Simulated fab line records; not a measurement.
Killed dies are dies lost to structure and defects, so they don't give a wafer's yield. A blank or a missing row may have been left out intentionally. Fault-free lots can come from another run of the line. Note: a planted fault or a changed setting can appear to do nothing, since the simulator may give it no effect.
Lot-split experiment + flow sky130 + route with 708 steps; 5 lots, 23 wafers read

THE SPLIT
At SKY_SPACER_CVD_00 (deposits Si3N4 from DCS/NH3, target thk 43.1 nm, time 740 s), the setting pressure_mtorr was moved away from the recipe's 250 mTorr on 5 of the 23 wafers read, by +12.2%. All remaining wafers had this setting at the recipe value.

There is no step in the file separating the split from the reading.

THE READING
SPACER_CVD_00_THK (nm), taken at SKY_SPACER_THK_MEAS_01. Fault-free wafers of this fab line usually give 43.2 nm, standard deviation 0.56 nm.

| wafer  | tool, chamber at the split | pressure_mtorr as run, mTorr | against the recipe | SPACER_CVD_00_THK, nm | against lot-mates on the recipe |
|--------|----------------------------|------------------------------|--------------------|-----------------------|---------------------------------|
| L074.1 | -, -                       | 250                          | recipe             | 42.8                  | -                               |
| L074.2 | -, -                       | 250                          | recipe             | 42.7                  | -                               |
| L074.3 | -, -                       | 250                          | recipe             | 42.4                  | -                               |
| L074.4 | -, -                       | 250                          | recipe             | 42.8                  | -                               |
| L074.5 | -, -                       | 250                          | recipe             | 42.4                  | -                               |
| L075.1 | -, -                       | 250                          | recipe             | 42.1                  | -                               |
| L075.2 | -, -                       | 250                          | recipe             | 42.0                  | -                               |
| L075.3 | -, -                       | 250                          | recipe             | 42.3                  | -                               |
| L075.4 | -, -                       | 250                          | recipe             | 42.4                  | -                               |
| L075.5 | -, -                       | 250                          | recipe             | 42.2                  | -                               |
| L077.1 | -, -                       | 280.5                        | +12.2%             | 45.1                  | no lot-mate on the recipe       |
| L077.2 | -, -                       | 280.5                        | +12.2%             | 44.7                  | no lot-mate on the recipe       |
| L077.3 | -, -                       | 280.5                        | +12.2%             | 44.7                  | no lot-mate on the recipe       |
| L077.5 | -, -                       | 280.5                        | +12.2%             | 44.7                  | no lot-mate on the recipe       |
| L077.6 | -, -                       | 280.5                        | +12.2%             | 45.4                  | no lot-mate on the recipe       |
| L078.3 | lpcvd-02, 0                | 250                          | recipe             | 42.5                  | -                               |
| L078.4 | lpcvd-02, 0                | 250                          | recipe             | 42.6                  | -                               |
| L078.5 | lpcvd-02, 0                | 250                          | recipe             | 43.0                  | -                               |
| L080.1 | -, -                       | 250                          | recipe             | 43.2                  | -                               |
| L080.2 | -, -                       | 250                          | recipe             | 42.7                  | -                               |
| L080.3 | -, -                       | 250                          | recipe             | 42.7                  | -                               |
| L080.4 | -, -                       | 250                          | recipe             | 42.6                  | -                               |
| L080.5 | -, -                       | 250                          | recipe             | 42.8                  | -                               |

THE FIT
A straight line over all 23 wafers: SPACER_CVD_00_THK changes by +0.193 nm for each +1% of pressure_mtorr; r = +0.96; the points scatter about the line by 0.31 nm.
Too few moved wafers with a lot-mate on the recipe to fit a line net of each lot's own level.

THE WHOLE CHAIN: every reading that the file lists as answering this split, in the file's order
| step                   | what it does                                                | reading                                                                        | change (the file's fit)               | r (the file's) |
|------------------------|-------------------------------------------------------------|--------------------------------------------------------------------------------|---------------------------------------|----------------|
| SKY_SPACER_CVD_00      | deposits Si3N4 from DCS/NH3, target thk 43.1 nm, time 740 s | Si3N4_of_SPACER_CVD_00.thk_nm (the simulator's own value, which no gauge read) | +0.195 nm for each +1% of the setting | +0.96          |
| SKY_SPACER_THK_MEAS_01 |                                                             | SPACER_CVD_00_THK                                                              | +0.194 for each +1% of the setting    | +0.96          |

FILE'S OWN FIT
SPACER_CVD_00_THK changes by +0.194 nm for each +1% of pressure_mtorr, r = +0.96.
